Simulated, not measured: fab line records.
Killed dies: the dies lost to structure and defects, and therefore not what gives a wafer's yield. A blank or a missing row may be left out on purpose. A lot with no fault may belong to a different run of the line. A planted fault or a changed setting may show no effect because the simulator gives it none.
Chamber matching	flow gf180mcu	GF_V4_CMP_26 on cmp-01 has 4 sister chambers
The step polishes, stops on SiO2, t overpolish 15 s, target thk 0 nm. 20 wafers are shown with their chamber, then 10 later ones without.

== WAFERS PAIRED WITH THEIR CHAMBERS ==
wafer	chamber	motor_current_A (A)	time_to_endpoint_s (s)	overpolish_run_s (s)
L874.2	2	10.9	83	15.012
L874.5	0	9.8	85	15.011
L874.6	3	8.8	81	14.995
L877.2	3	9.6	81	15.023
L877.4	2	11.5	83	14.984
L877.5	2	11.4	80	14.994
L879.3	2	11.1	81	15.002
L879.4	1	11.3	79	15.004
L879.5	1	11.0	81	14.998
L880.1	1	11.4	82	14.983
L880.4	0	9.7	87	14.989
L880.5	0	9.7	85	14.995
L891.1	1	11.8	83	14.981
L891.3	2	11.8	84	14.995
L891.4	0	9.5	81	14.986
L893.1	1	11.0	79	15.006
L893.3	3	9.8	80	15.004
L893.6	2	11.3	83	14.994
L894.1	0	10.2	92	14.998
L894.4	2	11.2	85	15.008

SIGNATURES (means of the wafers above)
reading	chamber 0	chamber 1	chamber 2	chamber 3	scatter within a chamber
motor_current_A	9.780	11.300	11.314	9.400	0.333
time_to_endpoint_s	86.00	80.80	82.71	80.67	2.44
overpolish_run_s	14.99580	14.99440	14.99843	15.00733	0.0109
Rule: a wafer's distance from a chamber is the root of the sum, over the readings, of the square of ((its reading less the chamber's mean) divided by the reading's scatter). If the next closest chamber is less than 2 further off than the closest, the wafer can't be placed; otherwise it belongs to the closest. The scatter: take each reading less its chamber's mean, square it, sum over the shown wafers, divide by the number of wafers less the number of chambers, and take the root.

== WAFERS WHOSE CHAMBER IS MISSING ==
wafer	motor_current_A (A)	time_to_endpoint_s (s)	overpolish_run_s (s)
L894.6	9.4	85	15.010
L895.2	10.7	84	15.001
L895.4	9.8	88	14.999
L895.6	9.6	92	15.001
L896.1	9.6	84	15.013
L896.2	9.7	81	15.004
L896.5	11.1	83	14.999
L897.1	9.7	89	15.000
L897.3	11.0	84	15.010
L897.6	9.2	89	15.014

== CHAMBER TAKEN BY EACH ==
wafer	from the rows above	in truth
L894.6	can't be placed: 0 or 3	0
L895.2	can't be placed: 2 or 1 or 0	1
L895.4	0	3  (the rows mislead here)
L895.6	0	0
L896.1	can't be placed: 3 or 0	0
L896.2	can't be placed: 3 or 0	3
L896.5	can't be placed: 2 or 1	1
L897.1	0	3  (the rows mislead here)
L897.3	can't be placed: 2 or 1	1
L897.6	can't be placed: 0 or 3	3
Correct placement for 1 of the 10. From these rows, 7 cannot be placed; in 7 the true chamber is one of the candidates. Wrongly placed: 2.
